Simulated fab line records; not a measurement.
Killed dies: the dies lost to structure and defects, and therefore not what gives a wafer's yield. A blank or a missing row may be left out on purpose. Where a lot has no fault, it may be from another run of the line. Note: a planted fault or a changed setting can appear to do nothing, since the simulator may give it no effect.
A single fault, viewed from 2 desks :: flow gf180mcu :: numbers are kept per desk, each desk with only its own; the story behind them comes last

== METROLOGY DESK ==
Lot by lot, what the gauges showed, no matter which tool ran the lot: averages of those sampled wafers that carry a number. The brackets show how far a lot's mean lies from the usual mean; more than 4 standard deviations puts the lot out of limits, marked OUT.
Columns: A = MVSD_OVL at GF_MVSD_OVL_MEAS_07, usual -0.3 nm; B = VT_IMPLANT_01_OVL at GF_VT_IMPLANT_OVL_MEAS_18, usual 0.9 nm; C = VT_IMPLANT_3_TW at GF_VT_IMPLANT_TW_MEAS_32, usual 269.0
lot: L726
first seen here: day 4 21:18
A: -1.3
B: 1.7
C: 267.9

lot: L727
first seen here: day 5 02:40
A: -0.7
B: -0.5
C: 266.5

lot: L729
first seen here: day 5 15:56
A: 0.7
B: 0.0
C: 30.2 (-96) OUT

lot: L732
first seen here: day 6 09:49
A: -0.6
B: 2.1
C: 266.2

lot: L740
first seen here: day 8 08:40
A: -0.4
B: 0.3
C: 269.4

lot: L741
first seen here: day 8 16:10
A: -0.8
B: 2.0
C: 271.7

lot: L743
first seen here: day 9 02:59
A: -1.1
B: 2.5
C: 265.2

lot: L744
first seen here: day 9 08:34
A: 0.4
B: 0.2
C: 271.8

lot: L745
first seen here: day 9 13:52
A: 0.6
B: -0.7
C: 266.4

lot: L746
first seen here: day 9 21:17
A: 0.1
B: 0.4
C: 267.9

lot: L747
first seen here: day 10 01:01
A: -1.9
B: 1.3
C: 271.6
This desk reports L729 out of limits; the earliest was L729 at day 8 06:17 (VT_IMPLANT_3_TW at GF_VT_IMPLANT_TW_MEAS_32). In limits: L726, L727, L732, L740, L741, L743, L744, L745, L746, L747.

== TOOL OWNER'S DESK, plasma_asher-03 ==
The tool's own readings at GF_VT_IMPLANT_STRIP_20 (strips in O2/N2): means of the sampled wafers that have a number, for each lot that ran on this tool. The brackets show how far a lot's mean lies from the usual mean; more than 4 standard deviations puts the lot out of limits, marked OUT.
Columns: A = drypump_motor_current_A at GF_VT_IMPLANT_STRIP_20, usual 5.8 A; B = heater_power_w at GF_VT_IMPLANT_STRIP_20, usual 327 W; C = oes_product_au at GF_VT_IMPLANT_STRIP_20, usual 0.716 a.u.; D = strip_time_to_endpoint_s at GF_VT_IMPLANT_STRIP_20, usual 12.64 s
lot: L729
first seen here: day 7 13:35
A: 5.7
B: 336
C: 0.935 (+50) OUT
D: -

lot: L740
first seen here: day 10 14:03
A: 5.8
B: 339
C: 0.714
D: 12.70

lot: L745
first seen here: day 11 21:33
A: 5.8
B: 333
C: 0.716
D: 12.65
This desk finds L729 out of limits, L729 being first, at day 7 13:35 (oes_product_au at GF_VT_IMPLANT_STRIP_20). In limits: L740, L745.

== BROUGHT TOGETHER ==
An alarm could have come from the tool owner's desk at day 7 13:35, on L729.
An alarm was possible from the metrology desk at day 8 06:17, on L729.
The lots listed all ran GF_VT_IMPLANT_STRIP_20 on plasma_asher-03.

== WHAT THE SIMULATOR HAD INSERTED ==
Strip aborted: plasma_asher-03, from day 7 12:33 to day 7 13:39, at GF_VT_IMPLANT_STRIP_20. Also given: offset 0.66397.
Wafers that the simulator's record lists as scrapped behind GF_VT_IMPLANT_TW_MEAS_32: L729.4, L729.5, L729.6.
Lots struck among those shown: L729.
Hours from the fault's start to each desk's first reading out of limits: the tool owner's desk, 1; the metrology desk, 18.
